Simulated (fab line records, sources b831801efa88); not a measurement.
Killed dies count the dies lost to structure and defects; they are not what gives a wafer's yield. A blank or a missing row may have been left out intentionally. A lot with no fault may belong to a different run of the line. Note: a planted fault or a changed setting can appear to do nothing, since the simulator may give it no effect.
A struck lot beside a sound one	flow sky130	27 out of 708 route steps
Sound: wafers L411.1, L411.2, L411.4. The struck wafers were L409.4, L409.5, L409.6. The cause is given at the end.
For every step that has rows: the tool of each side, followed by ch and its chambers, followed by its first start. Under that, the readings that differ: sound wafers	struck wafers	difference of the means	sigmas: that difference in standard deviations of wafers without a fault.
alike: readings whose means differ by less than 2 such deviations, and words and numbers that are the same on both sides. not compared: withheld readings, readings that some wafer has no value for, bounds like >300 that may hide the same value, and numbers for which the record gives no deviation and whose values overlap.
A row with sigmas, a row that says differs or no value, or rows on one side alone: a step with any of these is where the two part. Numbers that don't overlap but have no deviation are shown without sigmas and don't part them. A reading that every wafer of one side lacks parts them only if that side has two wafers or more.

SKY_VT_ADJUST_LVTN_STRIP_20: strips in O2/N2.
  sound on plasmaAsher-02 ch 0,1, day 12 06:54; struck on plasmaAsher-01 ch 0,1, day 11 20:29
  alike: chamberPressureMTorr, drypumpMotorCurrentA, oesProductAu, stripTimeToEndpointS
  not compared: rfHoursCounterH
SKY_VT_ADJUST_LVTN_TW_MEAS_21:
  struck on filmMetro-04, day 11 20:35; sound on filmMetro-02, day 12 07:00
  alike: VT_ADJUST_LVTN_2_TW
then, 7 steps without rows for these wafers: SKY_VT_ADJUST_NCORE_DEHYDRATE_00 (time 60 s); SKY_VT_ADJUST_NCORE_HMDS_01 (prime time 60 s); SKY_VT_ADJUST_NCORE_COAT_02 (resist thk 1140 nm); SKY_VT_ADJUST_NCORE_SOFTBAKE_03 (time 60 s); SKY_VT_ADJUST_NCORE_EXPOSE_04 (exposes mask LVTN COMPLEMENT THIN, target cd 380 nm); SKY_VT_ADJUST_NCORE_PEB_05; SKY_VT_ADJUST_NCORE_DEVELOP_06 (develop time 60 s).
SKY_VT_ADJUST_NCORE_CD_MEAS_07 targets a cd of 380 nm.
  struck on cdSem-01, day 12 20:44; sound on cdSem-02, day 13 08:03
  alike: cdNm
SKY_VT_ADJUST_NCORE_OVL_MEAS_08:
  struck on overlay-01, day 12 20:49; sound on overlay-01, day 13 08:10
  alike: VT_ADJUST_NCORE_OVL
after that, 1 step had no rows for these wafers: SKY_VT_ADJUST_NCORE_IMPLANT_09.
SKY_VT_ADJUST_NCORE_STRIP_10: strips in O2/N2.
  sound on plasmaAsher-04 ch 0,1, day 13 08:21; struck on plasmaAsher-04 ch 0,1, day 12 21:01
  no value came back on the struck wafers for chamberPressureMTorr (mTorr), drypumpMotorCurrentA (A), oesProductAu (a.u.), stripTimeToEndpointS (s); on the sound wafers chamberPressureMTorr (mTorr) reads 1498.8 1501.2 1501.7
reading	sound	struck	difference	sigmas
model.NOVOLAK_of_VT_ADJUST_NCORE_COAT_02.thkNm (nm)	0 0 0	1135 1136 1140	+1137	
  not compared: rfHoursCounterH
SKY_VT_ADJUST_NCORE_TW_MEAS_11:
  struck on filmMetro-04, day 12 21:07; sound on filmMetro-03, day 13 08:27
  alike: VT_ADJUST_NCORE_TW
then, 7 steps without rows for these wafers: SKY_VT_ADJUST_HVTR_DEHYDRATE_00 (time 60 s); SKY_VT_ADJUST_HVTR_HMDS_01 (prime time 60 s); SKY_VT_ADJUST_HVTR_COAT_02 (resist thk 1140 nm); SKY_VT_ADJUST_HVTR_SOFTBAKE_03 (time 60 s); SKY_VT_ADJUST_HVTR_EXPOSE_04 (exposes mask HVTRM, target cd 380 nm); SKY_VT_ADJUST_HVTR_PEB_05; SKY_VT_ADJUST_HVTR_DEVELOP_06 (develop time 60 s).
SKY_VT_ADJUST_HVTR_CD_MEAS_07 targets a cd of 380 nm.
  struck on cdSem-01, day 13 22:08; sound on cdSem-01, day 14 10:12
  alike: cdNm
SKY_VT_ADJUST_HVTR_OVL_MEAS_08:
  struck on overlay-01, day 13 22:13; sound on overlay-01, day 14 10:19
reading	sound	struck	difference	sigmas
VT_ADJUST_HVTR_OVL (nm)	-4.6 -2.7 -4.2	4.5 1.7 3.0	+6.9	+4
after that, 1 step had no rows for these wafers: SKY_VT_ADJUST_HVTR_IMPLANT_09.
SKY_VT_ADJUST_HVTR_STRIP_10: strips in O2/N2.
  sound on plasmaAsher-04 ch 0,1, day 14 10:31; struck on plasmaAsher-04 ch 0,1, day 13 22:25
reading	sound	struck	difference	sigmas
oesProductAu (a.u.)	0.712 0.717 0.718	0.725 0.720 0.729	+0.009	+2
stripTimeToEndpointS (s)	14.11 14.11 14.12	31.19 31.22 31.27	+17.11	+99 or more
  alike: chamberPressureMTorr, drypumpMotorCurrentA
  not compared: rfHoursCounterH
SKY_VT_ADJUST_HVTR_TW_MEAS_11:
  struck on filmMetro-03, day 13 22:31; sound on filmMetro-03, day 14 10:37
reading	sound	struck	difference	sigmas
VT_ADJUST_HVTR_TW	215 215 215	30 31 30	-185	-58
then, 1 step without rows for these wafers: SKY_VT_ADJUST_PCH_DEHYDRATE_00 (time 60 s).

WHERE THEY PART
At SKY_VT_ADJUST_NCORE_STRIP_10 first; at SKY_VT_ADJUST_HVTR_TW_MEAS_11 last (within this record only).

WHY: what the simulator had put in
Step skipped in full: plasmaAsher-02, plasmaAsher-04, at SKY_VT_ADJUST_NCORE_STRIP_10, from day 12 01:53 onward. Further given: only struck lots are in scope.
